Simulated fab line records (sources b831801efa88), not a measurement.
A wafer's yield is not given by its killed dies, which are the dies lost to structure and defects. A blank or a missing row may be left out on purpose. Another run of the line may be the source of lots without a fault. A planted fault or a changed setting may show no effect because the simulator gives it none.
fab line records || flow sky130
record {"lots": 5, "wafers": 15, "last_day": 50}
route steps=708 shown METAL2@489 PAD_OPEN@708
lots with no fault: from the same line, run without faults
start_h: hours from the record's opening day to when the first of the lot's shown wafers began || wait_h: hours elapsed since this lot's preceding step || " the same as in the row above || L1.1+2: one row covering several wafers at once || - value missing, or start not given || * or withheld: withheld || < > ~ a bound
route shown NAME@n: a module of which the file shows steps, and the number in the route of the first || usual: mean and standard deviation over wafers with no fault || same: alike in all rows || chamber/n: place in a boat || sites: per-site readings || _std_site: how widely they spread, as a standard deviation || _edge_site: outer sites' mean less inner sites' || radius_mm: for every site, how far away it sits from the centre of the wafer || mask NAME#n: copy n || behind: the tool/chamber that last shaped the wafer || hold: why the lot was held/for how many hours/how that ended || device: the n, p or np transistor that did not switch || end of line: tests run on the same wafers once the route is complete || a step with no rows: only its recipe || killed: dies that structure and defects cost at the first sort, which is not the same as the wafer's yield || map: dies across one wafer; x = killed, . = not, _ = none there
set.NAME: the setting as run; set.NAME@STEP: as run at that earlier step || model.NAME: the simulator's own value behind a step, which no gauge read
a table for each step, a row for each wafer; lots at some steps of the route
services: the hour from which a tool's chamber was out of use, counted from the record's first day as start_h (under 0 if before that day), plus the number of hours and why
## steps
# step SKY_METAL2_THK_MEAS_06
# recipe {"thk_meas_gauge": "xrf", "reads": "AlCu_of_METAL2_SPUTTER_02"}
# usual {"METAL2_ALCU_THK": "249.9/2.7"}
{"lot.wafer": "L505.3", "tool": "film_metro-03", "chamber": "-", "start_h": 859.27, "wait_h": 0.1, "METAL2_ALCU_THK[nm]": 250.0}
{"lot.wafer": "L505.4", "tool": "film_metro-03", "chamber": "-", "start_h": 859.27, "wait_h": 0.1, "METAL2_ALCU_THK[nm]": 252.8}
{"lot.wafer": "L505.5", "tool": "film_metro-03", "chamber": "-", "start_h": 859.27, "wait_h": 0.1, "METAL2_ALCU_THK[nm]": 248.6}
{"lot.wafer": "L506.1", "tool": "film_metro-03", "chamber": "-", "start_h": 865.94, "wait_h": 0.1, "METAL2_ALCU_THK[nm]": 252.5}
{"lot.wafer": "L506.4", "tool": "film_metro-03", "chamber": "-", "start_h": 865.94, "wait_h": 0.1, "METAL2_ALCU_THK[nm]": 251.8}
{"lot.wafer": "L506.6", "tool": "film_metro-03", "chamber": "-", "start_h": 865.94, "wait_h": 0.1, "METAL2_ALCU_THK[nm]": 254.5}
{"lot.wafer": "L513.4", "tool": "film_metro-01", "chamber": "-", "start_h": 915.11, "wait_h": 0.1, "METAL2_ALCU_THK[nm]": 251.6}
{"lot.wafer": "L513.5", "tool": "film_metro-01", "chamber": "-", "start_h": 915.11, "wait_h": 0.1, "METAL2_ALCU_THK[nm]": 252.3}
{"lot.wafer": "L513.6", "tool": "film_metro-01", "chamber": "-", "start_h": 915.11, "wait_h": 0.1, "METAL2_ALCU_THK[nm]": 251.1}
{"lot.wafer": "L516.2", "tool": "film_metro-03", "chamber": "-", "start_h": 937.54, "wait_h": 0.1, "METAL2_ALCU_THK[nm]": 252.4}
{"lot.wafer": "L516.4", "tool": "film_metro-03", "chamber": "-", "start_h": 937.54, "wait_h": 0.1, "METAL2_ALCU_THK[nm]": 251.1}
{"lot.wafer": "L516.5", "tool": "film_metro-03", "chamber": "-", "start_h": 937.54, "wait_h": 0.1, "METAL2_ALCU_THK[nm]": 251.3}
{"lot.wafer": "L518.2", "tool": "film_metro-03", "chamber": "-", "start_h": 951.30, "wait_h": 0.1, "METAL2_ALCU_THK[nm]": 250.8}
{"lot.wafer": "L518.3", "tool": "film_metro-03", "chamber": "-", "start_h": 951.30, "wait_h": 0.1, "METAL2_ALCU_THK[nm]": 251.1}
{"lot.wafer": "L518.6", "tool": "film_metro-03", "chamber": "-", "start_h": 951.30, "wait_h": 0.1, "METAL2_ALCU_THK[nm]": 251.3}
# step SKY_METAL2_DEHYDRATE_07
# recipe {"temp_c": 200, "time_s": 60}
# step SKY_METAL2_HMDS_08
# recipe {"prime_time_s": 60, "prime_temp_c": 120}
# step SKY_METAL2_COAT_09
# recipe {"resist": "BARC", "temp_c": "withheld", "time_s": "withheld", "spin_rpm": 3000, "resist_thk_nm": 60}
# step SKY_METAL2_COAT_10
# recipe {"resist": "KrF-thick", "spin_rpm": 3000, "resist_thk_nm": 450}
# step SKY_METAL2_SOFTBAKE_11
# recipe {"temp_c": 100, "time_s": 90, "resist": "KrF-thick"}
# step SKY_METAL2_EXPOSE_12
# recipe {"mask_id": "MM2", "na": 0.8, "source_shape": "annular", "sigma_inner": 0.55, "sigma_outer": 0.85, "target_cd_nm": 140, "dose_mj": 28}
# step SKY_METAL2_PEB_13
# recipe {"peb_temp_c": "withheld", "peb_time_s": "withheld", "resist": "KrF-thick"}
# step SKY_METAL2_DEVELOP_14
# recipe {"develop_time_s": 60, "resist": "KrF-thick", "dev_temp_c": 21}
# step SKY_METAL2_CD_MEAS_15
# recipe {"target_cd_nm": 140}
# usual {"cd_nm": "140.1/1.5"}
{"lot.wafer": "L505.3", "tool": "cd_sem-02", "chamber": "-", "start_h": 884.98, "wait_h": "-", "cd_nm": 142.3}
{"lot.wafer": "L505.4", "tool": "cd_sem-02", "chamber": "-", "start_h": 884.98, "wait_h": "-", "cd_nm": 143.4}
{"lot.wafer": "L505.5", "tool": "cd_sem-02", "chamber": "-", "start_h": 884.98, "wait_h": "-", "cd_nm": 142.1}
{"lot.wafer": "L506.1", "tool": "cd_sem-01", "chamber": "-", "start_h": 891.84, "wait_h": "-", "cd_nm": 140.7}
{"lot.wafer": "L506.4", "tool": "cd_sem-01", "chamber": "-", "start_h": 891.84, "wait_h": "-", "cd_nm": 141.3}
{"lot.wafer": "L506.6", "tool": "cd_sem-01", "chamber": "-", "start_h": 891.84, "wait_h": "-", "cd_nm": 141.5}
{"lot.wafer": "L513.4", "tool": "cd_sem-01", "chamber": "-", "start_h": 939.53, "wait_h": "-", "cd_nm": 136.6}
{"lot.wafer": "L513.5", "tool": "cd_sem-01", "chamber": "-", "start_h": 939.53, "wait_h": "-", "cd_nm": 139.3}
{"lot.wafer": "L513.6", "tool": "cd_sem-01", "chamber": "-", "start_h": 939.53, "wait_h": "-", "cd_nm": 136.2}
{"lot.wafer": "L516.2", "tool": "cd_sem-02", "chamber": "-", "start_h": 962.51, "wait_h": "-", "cd_nm": 140.8}
{"lot.wafer": "L516.4", "tool": "cd_sem-02", "chamber": "-", "start_h": 962.51, "wait_h": "-", "cd_nm": 138.8}
{"lot.wafer": "L516.5", "tool": "cd_sem-02", "chamber": "-", "start_h": 962.51, "wait_h": "-", "cd_nm": 138.6}
{"lot.wafer": "L518.2", "tool": "cd_sem-02", "chamber": "-", "start_h": 975.09, "wait_h": "-", "cd_nm": 139.6}
{"lot.wafer": "L518.3", "tool": "cd_sem-02", "chamber": "-", "start_h": 975.09, "wait_h": "-", "cd_nm": 139.2}
{"lot.wafer": "L518.6", "tool": "cd_sem-02", "chamber": "-", "start_h": 975.09, "wait_h": "-", "cd_nm": 139.6}
# step SKY_METAL2_OVL_MEAS_16
# usual {"METAL2_OVL": "-3/5.6"}
{"lot.wafer": "L505.3", "tool": "overlay-02", "chamber": "-", "start_h": 885.07, "wait_h": 0.1, "METAL2_OVL[nm]": -4}
{"lot.wafer": "L505.4", "tool": "overlay-02", "chamber": "-", "start_h": 885.07, "wait_h": 0.1, "METAL2_OVL[nm]": -5}
{"lot.wafer": "L505.5", "tool": "overlay-02", "chamber": "-", "start_h": 885.07, "wait_h": 0.1, "METAL2_OVL[nm]": -4}
{"lot.wafer": "L506.1", "tool": "overlay-01", "chamber": "-", "start_h": 891.96, "wait_h": 0.1, "METAL2_OVL[nm]": -9}
{"lot.wafer": "L506.4", "tool": "overlay-01", "chamber": "-", "start_h": 891.96, "wait_h": 0.1, "METAL2_OVL[nm]": -5}
{"lot.wafer": "L506.6", "tool": "overlay-01", "chamber": "-", "start_h": 891.96, "wait_h": 0.1, "METAL2_OVL[nm]": -3}
{"lot.wafer": "L513.4", "tool": "overlay-01", "chamber": "-", "start_h": 939.61, "wait_h": 0.1, "METAL2_OVL[nm]": 5}
{"lot.wafer": "L513.5", "tool": "overlay-01", "chamber": "-", "start_h": 939.61, "wait_h": 0.1, "METAL2_OVL[nm]": 5}
{"lot.wafer": "L513.6", "tool": "overlay-01", "chamber": "-", "start_h": 939.61, "wait_h": 0.1, "METAL2_OVL[nm]": 7}
{"lot.wafer": "L516.2", "tool": "overlay-01", "chamber": "-", "start_h": 962.62, "wait_h": 0.1, "METAL2_OVL[nm]": -12}
{"lot.wafer": "L516.4", "tool": "overlay-01", "chamber": "-", "start_h": 962.62, "wait_h": 0.1, "METAL2_OVL[nm]": -5}
{"lot.wafer": "L516.5", "tool": "overlay-01", "chamber": "-", "start_h": 962.62, "wait_h": 0.1, "METAL2_OVL[nm]": -10}
{"lot.wafer": "L518.2", "tool": "overlay-01", "chamber": "-", "start_h": 975.19, "wait_h": 0.1, "METAL2_OVL[nm]": -9}
{"lot.wafer": "L518.3", "tool": "overlay-01", "chamber": "-", "start_h": 975.19, "wait_h": 0.1, "METAL2_OVL[nm]": 2}
{"lot.wafer": "L518.6", "tool": "overlay-01", "chamber": "-", "start_h": 975.19, "wait_h": 0.1, "METAL2_OVL[nm]": -8}
# step SKY_METAL2_DESCUM_17
# recipe {"chemistry": "O2", "source_power_w": 150, "bias_power_w": 0, "pressure_mtorr": 10, "temp_c": 40, "time_s": 8}
# usual {"drypump_motor_current_A": "5.7/0.46", "oes_product_au": "0.997/0.0081", "temp_c": "40.02/0.1"}
{"lot.wafer": "L505.3", "tool": "rie_metal-01", "chamber": 0, "start_h": 885.12, "wait_h": 0.0, "drypump_motor_current_A": 6.2, "oes_product_au": 0.984, "rf_hours_counter_h": "-", "temp_c": 39.98}
{"lot.wafer": "L505.4", "tool": "rie_metal-01", "chamber": 0, "start_h": 885.12, "wait_h": 0.0, "drypump_motor_current_A": 6.2, "oes_product_au": 0.982, "rf_hours_counter_h": "-", "temp_c": 40.01}
{"lot.wafer": "L505.5", "tool": "rie_metal-01", "chamber": 0, "start_h": 885.12, "wait_h": 0.0, "drypump_motor_current_A": 6.2, "oes_product_au": 0.986, "rf_hours_counter_h": "-", "temp_c": 40.01}
{"lot.wafer": "L506.1", "tool": "rie_metal-02", "chamber": 0, "start_h": 892.00, "wait_h": 0.0, "drypump_motor_current_A": 5.4, "oes_product_au": 1.000, "rf_hours_counter_h": 10, "temp_c": 40.04}
{"lot.wafer": "L506.4", "tool": "rie_metal-02", "chamber": 0, "start_h": 892.00, "wait_h": 0.0, "drypump_motor_current_A": 5.4, "oes_product_au": 1.010, "rf_hours_counter_h": "-", "temp_c": 40.08}
{"lot.wafer": "L506.6", "tool": "rie_metal-02", "chamber": 1, "start_h": 892.00, "wait_h": 0.0, "drypump_motor_current_A": 5.6, "oes_product_au": 0.990, "rf_hours_counter_h": "-", "temp_c": 40.13}
{"lot.wafer": "L513.4", "tool": "rie_metal-02", "chamber": 0, "start_h": 939.64, "wait_h": 0.0, "drypump_motor_current_A": 5.4, "oes_product_au": 0.988, "rf_hours_counter_h": "-", "temp_c": 40.04}
{"lot.wafer": "L513.5", "tool": "rie_metal-02", "chamber": 0, "start_h": 939.64, "wait_h": 0.0, "drypump_motor_current_A": 5.4, "oes_product_au": 1.006, "rf_hours_counter_h": "-", "temp_c": 40.05}
{"lot.wafer": "L513.6", "tool": "rie_metal-02", "chamber": 1, "start_h": 939.64, "wait_h": 0.0, "drypump_motor_current_A": 5.7, "oes_product_au": 1.006, "rf_hours_counter_h": "-", "temp_c": 39.91}
{"lot.wafer": "L516.2", "tool": "rie_metal-04", "chamber": 0, "start_h": 962.65, "wait_h": 0.0, "drypump_motor_current_A": 5.9, "oes_product_au": 0.986, "rf_hours_counter_h": 5, "temp_c": 39.96}
{"lot.wafer": "L516.4", "tool": "rie_metal-04", "chamber": 1, "start_h": 962.65, "wait_h": 0.0, "drypump_motor_current_A": 5.8, "oes_product_au": 0.996, "rf_hours_counter_h": "-", "temp_c": 40.01}
{"lot.wafer": "L516.5", "tool": "rie_metal-04", "chamber": 1, "start_h": 962.65, "wait_h": 0.0, "drypump_motor_current_A": 5.8, "oes_product_au": 1.005, "rf_hours_counter_h": "-", "temp_c": 39.92}
{"lot.wafer": "L518.2", "tool": "rie_metal-04", "chamber": 1, "start_h": 975.22, "wait_h": 0.0, "drypump_motor_current_A": 5.8, "oes_product_au": 0.997, "rf_hours_counter_h": 13, "temp_c": 40.05}
{"lot.wafer": "L518.3", "tool": "rie_metal-04", "chamber": 0, "start_h": 975.22, "wait_h": 0.0, "drypump_motor_current_A": 5.9, "oes_product_au": 1.006, "rf_hours_counter_h": "-", "temp_c": 39.96}
{"lot.wafer": "L518.6", "tool": "rie_metal-04", "chamber": 1, "start_h": 975.22, "wait_h": 0.0, "drypump_motor_current_A": 5.8, "oes_product_au": 0.996, "rf_hours_counter_h": "-", "temp_c": 40.12}
# step SKY_METAL2_ETCH_18
# recipe {"chemistry": "N2/H2", "target": "BARC", "ion_energy_ev": 200, "bias_w": 100, "pressure_mtorr": 30, "n2_flow_sccm": 100, "h2_flow_sccm": 200, "icp_w": 500, "stop_on": "SiO2", "time_s": 45.9, "target_depth_a": 600}
# usual {"drypump_motor_current_A": "5.7/0.46", "h2_flow_sccm": "200.0/0.51", "oes_product_au": "0.855/0.0052", "throttle_valve_pct": "13.225/0.0083"}
{"lot.wafer": "L505.3", "tool": "rie_metal-01", "chamber": 0, "start_h": 885.20, "wait_h": 0.1, "drypump_motor_current_A": 6.2, "h2_flow_sccm": 199.3, "oes_product_au": 0.860, "rf_hours_counter_h": "-", "throttle_valve_pct": 13.230, "model.KrF-thick_of_METAL2_COAT_10.thk_nm": 393.6}
{"lot.wafer": "L505.4", "tool": "rie_metal-01", "chamber": 0, "start_h": 885.20, "wait_h": 0.1, "drypump_motor_current_A": 6.2, "h2_flow_sccm": 200.2, "oes_product_au": 0.856, "rf_hours_counter_h": "-", "throttle_valve_pct": 13.233, "model.KrF-thick_of_METAL2_COAT_10.thk_nm": 395.5}
{"lot.wafer": "L505.5", "tool": "rie_metal-01", "chamber": 0, "start_h": 885.20, "wait_h": 0.1, "drypump_motor_current_A": 6.2, "h2_flow_sccm": 199.3, "oes_product_au": 0.853, "rf_hours_counter_h": "-", "throttle_valve_pct": 13.219, "model.KrF-thick_of_METAL2_COAT_10.thk_nm": 393.5}
{"lot.wafer": "L506.1", "tool": "rie_metal-02", "chamber": 0, "start_h": 892.03, "wait_h": 0.0, "drypump_motor_current_A": 5.5, "h2_flow_sccm": 200.3, "oes_product_au": 0.856, "rf_hours_counter_h": 10, "throttle_valve_pct": 13.237, "model.KrF-thick_of_METAL2_COAT_10.thk_nm": 392.8}
{"lot.wafer": "L506.4", "tool": "rie_metal-02", "chamber": 0, "start_h": 892.03, "wait_h": 0.0, "drypump_motor_current_A": 5.4, "h2_flow_sccm": 198.8, "oes_product_au": 0.856, "rf_hours_counter_h": "-", "throttle_valve_pct": 13.218, "model.KrF-thick_of_METAL2_COAT_10.thk_nm": 392.9}
{"lot.wafer": "L506.6", "tool": "rie_metal-02", "chamber": 1, "start_h": 892.03, "wait_h": 0.0, "drypump_motor_current_A": 5.7, "h2_flow_sccm": 200.2, "oes_product_au": 0.847, "rf_hours_counter_h": "-", "throttle_valve_pct": 13.218, "model.KrF-thick_of_METAL2_COAT_10.thk_nm": 392}
{"lot.wafer": "L513.4", "tool": "rie_metal-02", "chamber": 0, "start_h": 939.68, "wait_h": 0.0, "drypump_motor_current_A": 5.4, "h2_flow_sccm": 199.5, "oes_product_au": 0.859, "rf_hours_counter_h": "-", "throttle_valve_pct": 13.235, "model.KrF-thick_of_METAL2_COAT_10.thk_nm": 395.1}
{"lot.wafer": "L513.5", "tool": "rie_metal-02", "chamber": 0, "start_h": 939.68, "wait_h": 0.0, "drypump_motor_current_A": 5.4, "h2_flow_sccm": 199.4, "oes_product_au": 0.847, "rf_hours_counter_h": "-", "throttle_valve_pct": 13.218, "model.KrF-thick_of_METAL2_COAT_10.thk_nm": 393.5}
{"lot.wafer": "L513.6", "tool": "rie_metal-02", "chamber": 1, "start_h": 939.68, "wait_h": 0.0, "drypump_motor_current_A": 5.7, "h2_flow_sccm": 199.5, "oes_product_au": 0.847, "rf_hours_counter_h": "-", "throttle_valve_pct": 13.212, "model.KrF-thick_of_METAL2_COAT_10.thk_nm": 396.8}
{"lot.wafer": "L516.2", "tool": "rie_metal-04", "chamber": 0, "start_h": 962.68, "wait_h": 0.0, "drypump_motor_current_A": 6.0, "h2_flow_sccm": 200.6, "oes_product_au": 0.853, "rf_hours_counter_h": 5, "throttle_valve_pct": 13.233, "model.KrF-thick_of_METAL2_COAT_10.thk_nm": 395.1}
{"lot.wafer": "L516.4", "tool": "rie_metal-04", "chamber": 1, "start_h": 962.68, "wait_h": 0.0, "drypump_motor_current_A": 5.8, "h2_flow_sccm": 200.0, "oes_product_au": 0.845, "rf_hours_counter_h": "-", "throttle_valve_pct": 13.236, "model.KrF-thick_of_METAL2_COAT_10.thk_nm": 394.6}
{"lot.wafer": "L516.5", "tool": "rie_metal-04", "chamber": 1, "start_h": 962.68, "wait_h": 0.0, "drypump_motor_current_A": 5.8, "h2_flow_sccm": 199.9, "oes_product_au": 0.857, "rf_hours_counter_h": "-", "throttle_valve_pct": 13.232, "model.KrF-thick_of_METAL2_COAT_10.thk_nm": 395.3}
{"lot.wafer": "L518.2", "tool": "rie_metal-04", "chamber": 1, "start_h": 975.25, "wait_h": 0.0, "drypump_motor_current_A": 5.8, "h2_flow_sccm": 199.1, "oes_product_au": 0.861, "rf_hours_counter_h": 13, "throttle_valve_pct": 13.225, "model.KrF-thick_of_METAL2_COAT_10.thk_nm": 396.5}
{"lot.wafer": "L518.3", "tool": "rie_metal-04", "chamber": 0, "start_h": 975.25, "wait_h": 0.0, "drypump_motor_current_A": 5.9, "h2_flow_sccm": 200.0, "oes_product_au": 0.859, "rf_hours_counter_h": "-", "throttle_valve_pct": 13.238, "model.KrF-thick_of_METAL2_COAT_10.thk_nm": 396.6}
{"lot.wafer": "L518.6", "tool": "rie_metal-04", "chamber": 1, "start_h": 975.25, "wait_h": 0.0, "drypump_motor_current_A": 5.8, "h2_flow_sccm": 199.4, "oes_product_au": 0.854, "rf_hours_counter_h": "-", "throttle_valve_pct": 13.217, "model.KrF-thick_of_METAL2_COAT_10.thk_nm": 394.8}
# step SKY_METAL2_METAL_ETCH_19
# recipe {"target_depth_a": 3600, "stop_on": "SiO2", "over_etch_frac": 0.3, "time_s": 78, "chemistry": "Cl2/BCl3", "resist_sidewall_deg": 88, "pressure_mtorr": 10, "icp_w": 900, "bias_w": 48.5, "Cl2_flow_sccm": 60, "bcl3_flow_sccm": 30}
# usual {"bcl3_flow_sccm": "29.99/0.098", "drypump_motor_current_A": "5.7/0.47", "oes_product_au": "0.855/0.0051", "throttle_valve_pct": "22.262/0.0086"}
{"lot.wafer": "L505.3", "tool": "rie_metal-01", "chamber": 0, "start_h": 885.35, "wait_h": 0.1, "bcl3_flow_sccm": 29.88, "drypump_motor_current_A": 6.3, "oes_product_au": 0.844, "rf_hours_counter_h": "-", "throttle_valve_pct": 22.263}
{"lot.wafer": "L505.4", "tool": "rie_metal-01", "chamber": 0, "start_h": 885.35, "wait_h": 0.1, "bcl3_flow_sccm": 29.93, "drypump_motor_current_A": 6.3, "oes_product_au": 0.864, "rf_hours_counter_h": "-", "throttle_valve_pct": 22.256}
{"lot.wafer": "L505.5", "tool": "rie_metal-01", "chamber": 0, "start_h": 885.35, "wait_h": 0.1, "bcl3_flow_sccm": 29.86, "drypump_motor_current_A": 6.3, "oes_product_au": 0.860, "rf_hours_counter_h": "-", "throttle_valve_pct": 22.271}
{"lot.wafer": "L506.1", "tool": "rie_metal-02", "chamber": 0, "start_h": 892.10, "wait_h": 0.0, "bcl3_flow_sccm": 30.09, "drypump_motor_current_A": 5.4, "oes_product_au": 0.852, "rf_hours_counter_h": 10, "throttle_valve_pct": 22.263}
{"lot.wafer": "L506.4", "tool": "rie_metal-02", "chamber": 0, "start_h": 892.10, "wait_h": 0.0, "bcl3_flow_sccm": 30.03, "drypump_motor_current_A": 5.4, "oes_product_au": 0.858, "rf_hours_counter_h": "-", "throttle_valve_pct": 22.255}
{"lot.wafer": "L506.6", "tool": "rie_metal-02", "chamber": 1, "start_h": 892.10, "wait_h": 0.0, "bcl3_flow_sccm": 30.00, "drypump_motor_current_A": 5.6, "oes_product_au": 0.858, "rf_hours_counter_h": "-", "throttle_valve_pct": 22.258}
{"lot.wafer": "L513.4", "tool": "rie_metal-02", "chamber": 0, "start_h": 939.75, "wait_h": 0.1, "bcl3_flow_sccm": 29.95, "drypump_motor_current_A": 5.4, "oes_product_au": 0.858, "rf_hours_counter_h": "-", "throttle_valve_pct": 22.261}
{"lot.wafer": "L513.5", "tool": "rie_metal-02", "chamber": 0, "start_h": 939.75, "wait_h": 0.1, "bcl3_flow_sccm": 29.84, "drypump_motor_current_A": 5.4, "oes_product_au": 0.852, "rf_hours_counter_h": "-", "throttle_valve_pct": 22.245}
{"lot.wafer": "L513.6", "tool": "rie_metal-02", "chamber": 1, "start_h": 939.75, "wait_h": 0.1, "bcl3_flow_sccm": 29.91, "drypump_motor_current_A": 5.6, "oes_product_au": 0.851, "rf_hours_counter_h": "-", "throttle_valve_pct": 22.260}
{"lot.wafer": "L516.2", "tool": "rie_metal-04", "chamber": 0, "start_h": 962.74, "wait_h": 0.0, "bcl3_flow_sccm": 29.99, "drypump_motor_current_A": 5.9, "oes_product_au": 0.851, "rf_hours_counter_h": 5, "throttle_valve_pct": 22.264}
{"lot.wafer": "L516.4", "tool": "rie_metal-04", "chamber": 1, "start_h": 962.74, "wait_h": 0.0, "bcl3_flow_sccm": 30.02, "drypump_motor_current_A": 5.8, "oes_product_au": 0.848, "rf_hours_counter_h": "-", "throttle_valve_pct": 22.258}
{"lot.wafer": "L516.5", "tool": "rie_metal-04", "chamber": 1, "start_h": 962.74, "wait_h": 0.0, "bcl3_flow_sccm": 30.02, "drypump_motor_current_A": 5.8, "oes_product_au": 0.859, "rf_hours_counter_h": "-", "throttle_valve_pct": 22.286}
{"lot.wafer": "L518.2", "tool": "rie_metal-04", "chamber": 1, "start_h": 975.32, "wait_h": 0.0, "bcl3_flow_sccm": 29.94, "drypump_motor_current_A": 5.8, "oes_product_au": 0.851, "rf_hours_counter_h": 14, "throttle_valve_pct": 22.260}
{"lot.wafer": "L518.3", "tool": "rie_metal-04", "chamber": 0, "start_h": 975.32, "wait_h": 0.0, "bcl3_flow_sccm": 29.88, "drypump_motor_current_A": 5.9, "oes_product_au": 0.867, "rf_hours_counter_h": "-", "throttle_valve_pct": 22.273}
{"lot.wafer": "L518.6", "tool": "rie_metal-04", "chamber": 1, "start_h": 975.32, "wait_h": 0.0, "bcl3_flow_sccm": 29.87, "drypump_motor_current_A": 5.8, "oes_product_au": 0.859, "rf_hours_counter_h": "-", "throttle_valve_pct": 22.257}
# step SKY_PAD_OPEN_PROBE_99
# usual {"defect_limited_yield": "82.4/1.8", "killed_at_M0_to_M3": "43/6.5", "killed_at_M4_up": "3.2/1.8", "killed_at_contacts": "24/5.2", "killed_at_front_end": "15/4", "killed_at_other": "0.4/0.69", "killed_dies": "86/8.7", "killed_open": "47/7", "killed_short": "39/5.7", "sort_bin_3_pad_short": "0.9/0.43", "sort_bin_5_function": "10.5/1.4", "sort_bin_6_memory": "6.2/1.2", "sort_n_pass": "406/8.7", "sort_yield_pct": "82.4/1.8"}
# same {"gross_dies": 492, "killed_at_back_side": 0, "sort_bin_4_leakage[%]": 0, "sort_bin_8_speed[%]": 0}
{"lot.wafer": "L513.4", "tool": "prober-02", "chamber": "-", "start_h": 1167.36, "wait_h": 0.2, "defect_limited_yield[%]": 82.3, "killed_at_M0_to_M3": 46, "killed_at_M4_up": 5, "killed_at_contacts": 23, "killed_at_front_end": 13, "killed_at_other": 0, "killed_dies": 87, "killed_open": 49, "killed_short": 38, "sort_bin_3_pad_short[%]": 1.0, "sort_bin_5_function[%]": 9.8, "sort_bin_6_memory[%]": 6.9, "sort_n_pass": 405, "sort_yield_pct[%]": 82.3}
{"lot.wafer": "L513.5", "tool": "prober-02", "chamber": "-", "start_h": 1167.41, "wait_h": 0.2, "defect_limited_yield[%]": 85.2, "killed_at_M0_to_M3": 38, "killed_at_M4_up": 2, "killed_at_contacts": 21, "killed_at_front_end": 11, "killed_at_other": 1, "killed_dies": 73, "killed_open": 38, "killed_short": 35, "sort_bin_3_pad_short[%]": 1.4, "sort_bin_5_function[%]": 8.9, "sort_bin_6_memory[%]": 4.5, "sort_n_pass": 419, "sort_yield_pct[%]": 85.2}
{"lot.wafer": "L513.6", "tool": "prober-02", "chamber": "-", "start_h": 1167.46, "wait_h": 0.2, "defect_limited_yield[%]": 83.1, "killed_at_M0_to_M3": 55, "killed_at_M4_up": 1, "killed_at_contacts": 15, "killed_at_front_end": 12, "killed_at_other": 0, "killed_dies": 83, "killed_open": 48, "killed_short": 35, "sort_bin_3_pad_short[%]": 0.8, "sort_bin_5_function[%]": 10.0, "sort_bin_6_memory[%]": 6.1, "sort_n_pass": 409, "sort_yield_pct[%]": 83.1}
{"lot.wafer": "L518.2", "tool": "prober-01", "chamber": "-", "start_h": 1191.76, "wait_h": 0.1, "defect_limited_yield[%]": 79.7, "killed_at_M0_to_M3": 49, "killed_at_M4_up": 5, "killed_at_contacts": 27, "killed_at_front_end": 18, "killed_at_other": 1, "killed_dies": 100, "killed_open": 56, "killed_short": 44, "sort_bin_3_pad_short[%]": 0.6, "sort_bin_5_function[%]": 11.8, "sort_bin_6_memory[%]": 7.9, "sort_n_pass": 392, "sort_yield_pct[%]": 79.7}
{"lot.wafer": "L518.3", "tool": "prober-01", "chamber": "-", "start_h": 1191.81, "wait_h": 0.2, "defect_limited_yield[%]": 81.9, "killed_at_M0_to_M3": 36, "killed_at_M4_up": 3, "killed_at_contacts": 27, "killed_at_front_end": 23, "killed_at_other": 0, "killed_dies": 89, "killed_open": 53, "killed_short": 36, "sort_bin_3_pad_short[%]": 1.2, "sort_bin_5_function[%]": 11.8, "sort_bin_6_memory[%]": 5.1, "sort_n_pass": 403, "sort_yield_pct[%]": 81.9}
{"lot.wafer": "L518.6", "tool": "prober-01", "chamber": "-", "start_h": 1191.96, "wait_h": 0.2, "defect_limited_yield[%]": 84.3, "killed_at_M0_to_M3": 39, "killed_at_M4_up": 3, "killed_at_contacts": 20, "killed_at_front_end": 15, "killed_at_other": 0, "killed_dies": 77, "killed_open": 41, "killed_short": 36, "sort_bin_3_pad_short[%]": 1.6, "sort_bin_5_function[%]": 7.5, "sort_bin_6_memory[%]": 6.5, "sort_n_pass": 415, "sort_yield_pct[%]": 84.3}
# killed by level:class
L513.4 METAL2:geometric_particle:short=9 VIA2:geometric_particle:open=8 LI_CONTACT:geometric_particle:open=7 VIA1:geometric_particle:open=7 CONTACT:geometric_particle:open=7 VIA2:geometric_particle:short=6 CONTACT:geometric_particle:short=5 FIELD_ISO:geometric_particle:open=4
L513.5 VIA1:geometric_particle:open=9 VIA2:geometric_particle:open=6 LI_CONTACT:geometric_particle:open=5 CONTACT:geometric_particle:short=5 METAL1:geometric_particle:short=5 LI_CONTACT:geometric_particle:short=4 CONTACT:geometric_particle:open=4 METAL2:geometric_particle:short=4
L513.6 VIA1:geometric_particle:open=12 METAL1:geometric_particle:short=9 VIA3:geometric_particle:open=9 VIA2:geometric_particle:open=9 METAL2:geometric_particle:short=4 LI_CONTACT:geometric_particle:open=4 LOCAL_INTERCONNECT:geometric_particle:short=4 CONTACT:geometric_particle:open=4
L518.2 CONTACT:geometric_particle:open=11 VIA3:geometric_particle:open=9 FIELD_ISO:geometric_particle:open=7 VIA1:geometric_particle:open=7 VIA1:geometric_particle:short=7 VIA2:geometric_particle:open=7 LOCAL_INTERCONNECT:geometric_particle:short=6 LI_CONTACT:geometric_particle:open=5
L518.3 CONTACT:geometric_particle:open=11 FIELD_ISO:geometric_particle:open=9 VIA3:geometric_particle:open=9 VIA1:geometric_particle:open=6 VIA1:geometric_particle:short=5 LI_CONTACT:geometric_particle:open=5 LOCAL_INTERCONNECT:geometric_particle:short=4 METAL1:geometric_particle:short=4
L518.6 VIA1:geometric_particle:open=9 CONTACT:geometric_particle:open=8 METAL2:geometric_particle:short=6 LI_CONTACT:geometric_particle:open=5 CONTACT:geometric_particle:short=5 VIA1:geometric_particle:short=5 POLY_GATE:geometric_particle:open=4 VIA2:geometric_particle:open=4
## services
{"tool": "rie_metal-01", "chamber": 1, "start_h": 879.07, "hours": "-", "kind": "clean"}
{"tool": "rie_metal-01", "chamber": 1, "start_h": 879.07, "hours": 26.3, "kind": "scheduled_down"}
{"tool": "rie_metal-01", "chamber": 1, "start_h": 879.07, "hours": 26.3, "kind": "vent_cycle"}
{"tool": "rie_metal-02", "chamber": 1, "start_h": 923.06, "hours": 5.0, "kind": "repair"}
{"tool": "rie_metal-02", "chamber": "-", "start_h": 958.00, "hours": 2.8, "kind": "pm"}
{"tool": "rie_metal-01", "chamber": 1, "start_h": 961.11, "hours": 19.3, "kind": "repair"}
## key
first_sign none at tools or gauges
model_effect {"step": "SKY_METAL2_ETCH_18", "value": "KrF-thick_of_METAL2_COAT_10.thk_nm", "without": 394.5, "struck": 396.8}
met_at SKY_METAL2_ETCH_18
struck_wafers L513.6
onset_between 892.03 939.68
fault {"kind": "process_parameter_drift", "tool": "rie_metal-02", "chamber": 1, "onset_h": 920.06, "steps": "SKY_METAL2_ETCH_18", "channel": "ion_energy_ev", "offset": -32, "shape": "step", "end_h": 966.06, "acts_in": "these_recipes_only", "stated": 200}
